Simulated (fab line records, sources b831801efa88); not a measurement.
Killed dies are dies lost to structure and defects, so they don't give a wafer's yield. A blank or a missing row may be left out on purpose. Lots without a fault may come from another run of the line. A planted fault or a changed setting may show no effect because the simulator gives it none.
fab line records | flow gf180mcu | part 2 of 2: steps 31 to 41 of 41
record lots=5 wafers=15 last_day=34
route steps=602 shown NWELL@48 LVPWELL@54 MVSD@66 MVPSD@78
lots that met no fault: from a run of the same line without faults
start_h: hours from the record's first day to the start of the lot's first wafer shown | wait_h: hours since the lot's step before | " the same as in the row above | L1.1+2: a row that stands for several wafers | - no value, or no start given | * or withheld: withheld | < > ~ a bound
route shown NAME@n: a module of which the file shows steps, and the number in the route of the first | usual: mean/standard deviation of fault-free wafers | same: alike in all rows | chamber/n: place in a boat | sites: the reading at each site | _std_site: their standard deviation | _edge_site: outer sites' mean less inner sites' | radius_mm: how far each site lies from the wafer's centre | mask NAME#n: copy n | behind: the tool/chamber that last shaped the wafer | hold: why the lot was held/for how many hours/how that ended | device: the transistor (n, p or np) that didn't switch | end of line: the same wafers' tests at the end of the route | a step without rows: its recipe alone | killed: dies lost to structure and defects at the first sort, not the wafer's yield | map: a wafer's dies, x killed, . not, _ none there
set.NAME: the setting as run; set.NAME@STEP: as run at that earlier step | model.NAME: the simulator's own value behind a step, which no gauge read
lots at some steps of the route; a table a step, a row a wafer
services: from which hour (start_h, from the record's first day; less than 0 if before it) a tool's chamber was out of use, for how many hours, and why
## steps
# step GF_MVPSD_DEHYDRATE_00
# recipe temp_c=200 time_s=60
# usual heater_power_total_W=160.40/0.12
# columns lot.wafer tool chamber start_h wait_h heater_power_total_W
L076.1 litho_track-04 0 98.15 5.4 160.20
L076.2 " 0 " " 160.33
L076.4 " 0 " " 160.39
L083.2 litho_track-01 0 153.90 7.1 160.34
L083.4 " 0 " " 160.38
L083.5 " 0 " " 160.41
L085.1 litho_track-01 0 163.73 7.5 160.38
L085.2 " 0 " " 160.43
L085.6 " 0 " " 160.34
L092.1 litho_track-01 0 196.28 7.8 160.30
L092.2 " 0 " " 160.61
L092.4 " 0 " " 160.34
L094.1 litho_track-02 0 210.07 8.0 160.43
L094.3 " 0 " " 160.48
L094.5 " 0 " " 160.39
# step GF_MVPSD_HMDS_01
# recipe prime_time_s=60 prime_temp_c=120
# columns lot.wafer tool chamber start_h wait_h
L076.1+2+4 litho_track-04 0 98.30 0.1
L083.2+4+5 litho_track-01 0 154.05 0.1
L085.1+2+6 litho_track-01 0 163.88 0.1
L092.1+2+4 litho_track-01 0 196.43 0.1
L094.1+3+5 litho_track-02 0 210.22 0.1
# step GF_MVPSD_COAT_02
# recipe spin_rpm=2000 resist_thk_nm=3000
# columns lot.wafer tool chamber start_h wait_h
L076.1+2+4 litho_track-04 0 98.45 0.1
L083.2+4+5 litho_track-01 0 154.20 0.1
L085.1+2+6 litho_track-01 0 164.03 0.1
L092.1+2+4 litho_track-01 0 196.58 0.1
L094.1+3+5 litho_track-02 0 210.37 0.1
# step GF_MVPSD_SOFTBAKE_03
# recipe temp_c=110 time_s=withheld
# usual heater_power_total_W=65.34/0.14
# columns lot.wafer tool chamber start_h wait_h heater_power_total_W
L076.1 litho_track-04 0 98.60 0.1 65.10
L076.2 " 0 " " 65.55
L076.4 " 0 " " 65.38
L083.2 litho_track-01 0 154.36 0.1 65.25
L083.4 " 0 " " 65.41
L083.5 " 0 " " 65.47
L085.1 litho_track-01 0 164.18 0.1 65.11
L085.2 " 0 " " 65.60
L085.6 " 0 " " 65.16
L092.1 litho_track-01 0 196.73 0.1 65.10
L092.2 " 0 " " 65.25
L092.4 " 0 " " 65.38
L094.1 litho_track-02 0 210.52 0.1 65.46
L094.3 " 0 " " 65.21
L094.5 " 0 " " 65.24
# step GF_MVPSD_EXPOSE_04
# recipe mask_id=MVPSD target_cd_nm=1000 na=0.6 source_shape=conventional sigma_outer=0.6 dose_mj=260
# same na=0.6
# columns lot.wafer tool chamber start_h wait_h mask
L076.1+2+4 iline_stepper-02 0 - - MVPSD#0
L083.2+4+5 iline_stepper-01 0 - - MVPSD#0
L085.1+2+6 iline_stepper-02 0 - - MVPSD#0
L092.1+2+4 iline_stepper-02 0 - - MVPSD#0
L094.1+3+5 iline_stepper-02 0 - - MVPSD#0
# step GF_MVPSD_PEB_05
# recipe temp_c=115 time_s=withheld
# usual heater_power_total_W=69.33/0.13
# columns lot.wafer tool chamber start_h wait_h heater_power_total_W
L076.1 litho_track-04 0 - - 69.17
L076.2 " 0 " " 69.18
L076.4 " 0 " " 69.35
L083.2 litho_track-01 0 - - 69.17
L083.4 " 0 " " 69.17
L083.5 " 0 " " 69.46
L085.1 litho_track-02 0 - - 69.54
L085.2 " 0 " " 69.44
L085.6 " 0 " " 69.36
L092.1 litho_track-04 0 - - 69.33
L092.2 " 0 " " 69.32
L092.4 " 0 " " 69.55
L094.1 litho_track-04 0 - - 69.37
L094.3 " 0 " " 69.58
L094.5 " 0 " " 69.51
# step GF_MVPSD_DEVELOP_06
# recipe wall_angle_deg=90 develop_time_s=60 dev_temp_c=23
# columns lot.wafer tool chamber start_h wait_h
L076.1+2+4 litho_track-04 0 - -
L083.2+4+5 litho_track-01 0 - -
L085.1+2+6 litho_track-02 0 - -
L092.1+2+4 litho_track-04 0 - -
L094.1+3+5 litho_track-04 0 - -
# step GF_MVPSD_OVL_MEAS_07
# usual MVPSD_OVL=-1.1/1.3
# columns lot.wafer tool chamber start_h wait_h MVPSD_OVL[nm]
L076.1 overlay-01 - 105.20 - -1.5
L076.2 " - " " -1.7
L076.4 " - " " -0.6
L083.2 overlay-01 - 161.78 - -1.0
L083.4 " - " " -2.0
L083.5 " - " " -1.1
L085.1 overlay-02 - 172.47 - -3.9
L085.2 " - " " -2.0
L085.6 " - " " -2.6
L092.1 overlay-01 - 205.15 - -1.5
L092.2 " - " " -1.1
L092.4 " - " " -1.5
L094.1 overlay-01 - 219.30 - -0.1
L094.3 " - " " -1.4
L094.5 " - " " 0.0
# step GF_MVPSD_IMPLANT_08
# recipe species=B energy_kev=170 dose_cm2=1.5e+13 tilt_deg=0
# usual beam_on_s=10.01/0.2
# columns lot.wafer tool chamber start_h wait_h beam_on_s
L076.1 implanter-02 0 105.24 0.0 9.69
L076.2 " 0 " " 9.67
L076.4 " 0 " " 10.36
L083.2 implanter-01 0 161.84 0.0 10.06
L083.4 " 0 " " 9.75
L083.5 " 0 " " 10.15
L085.1 implanter-01 0 172.50 0.0 10.09
L085.2 " 0 " " 9.68
L085.6 " 0 " " 9.96
L092.1 implanter-03 0 205.19 0.0 9.76
L092.2 " 0 " " 9.76
L092.4 " 0 " " 10.42
L094.1 implanter-01 0 219.34 0.0 9.79
L094.3 " 0 " " 10.22
L094.5 " 0 " " 9.98
# step GF_MVPSD_IMPLANT_09
# recipe species=B energy_kev=40 dose_cm2=5e+12 tilt_deg=0
# usual beam_on_s=10.00/0.2
# columns lot.wafer tool chamber start_h wait_h beam_on_s
L076.1 implanter-02 0 105.39 0.1 10.20
L076.2 " 0 " " 10.02
L076.4 " 0 " " 9.89
L083.2 implanter-01 0 161.99 0.1 10.17
L083.4 " 0 " " 9.85
L083.5 " 0 " " 10.27
L085.1 implanter-01 0 172.65 0.1 10.33
L085.2 " 0 " " 9.92
L085.6 " 0 " " 9.65
L092.1 implanter-03 0 205.34 0.1 9.85
L092.2 " 0 " " 10.17
L092.4 " 0 " " 9.83
L094.1 implanter-01 0 219.49 0.1 9.81
L094.3 " 0 " " 9.60
L094.5 " 0 " " 10.33
# step GF_MVPSD_STRIP_10
# recipe chemistry=O2/N2 power_w=1400 pressure_mtorr=1500 platen_temp_c=250 o2_flow_sccm=3000 n2_flow_sccm=300 overash_fraction=0.5
# usual drypump_motor_current_A=5.8/0.54 heater_power_w=343/36 oes_product_au=0.723/0.0045 strip_time_to_endpoint_s=36.97/0.12
# columns lot.wafer tool chamber start_h wait_h drypump_motor_current_A heater_power_w oes_product_au rf_hours_counter_h strip_time_to_endpoint_s
L076.1 plasma_asher-01 0 105.54 0.1 6.5 368 0.717 40 37.00
L076.2 " 1 " " 5.6 379 0.718 40 36.99
L076.4 " 1 " " 5.6 377 0.724 - 36.86
L083.2 plasma_asher-01 0 162.11 0.1 6.4 381 0.720 46 37.20
L083.4 " 1 " " 5.6 368 0.729 - 37.16
L083.5 " 1 " " 5.6 381 0.719 - 37.17
L085.1 plasma_asher-01 0 172.80 0.1 6.4 393 0.719 47 37.01
L085.2 " 1 " " 5.6 367 0.723 47 37.08
L085.6 " 1 " " 5.6 374 0.723 - 37.01
L092.1 plasma_asher-03 0 205.49 0.1 6.2 322 0.712 43 37.16
L092.2 " 1 " " 6.2 349 0.730 43 37.14
L092.4 " 0 " " 6.2 319 0.725 - 37.07
L094.1 plasma_asher-01 1 219.64 0.1 5.6 375 0.720 52 36.89
L094.3 " 0 " " 6.5 385 0.730 - 36.81
L094.5 " 1 " " 5.7 359 0.728 - 36.86
## services
# columns tool chamber start_h hours kind
implanter-01 - 56.09 1.0 repair
plasma_asher-03 - 73.25 14.6 pm
iline_stepper-01 - 81.64 2.1 pm
iline_stepper-01 - 83.72 - consumable_replace:lamp
iline_stepper-01 - 87.75 22.5 repair
plasma_asher-04 - 103.48 4.2 repair
plasma_asher-02 - 108.75 9.0 pm
plasma_asher-02 0 108.75 9.0 vent_cycle
plasma_asher-02 1 108.75 9.0 vent_cycle
iline_stepper-02 - 110.32 1.7 pm
plasma_asher-03 - 110.46 1.0 repair
implanter-04 - 115.88 5.5 repair
plasma_asher-02 0 117.75 - clean
plasma_asher-02 1 117.75 - clean
implanter-03 - 126.45 56.8 repair
iline_stepper-01 - 132.49 4.4 pm
implanter-02 - 163.72 3.0 repair
iline_stepper-01 - 170.93 1.7 pm
plasma_asher-01 - 181.17 1.0 repair
implanter-02 - 205.41 5.0 repair
plasma_asher-04 - 211.53 2.8 repair
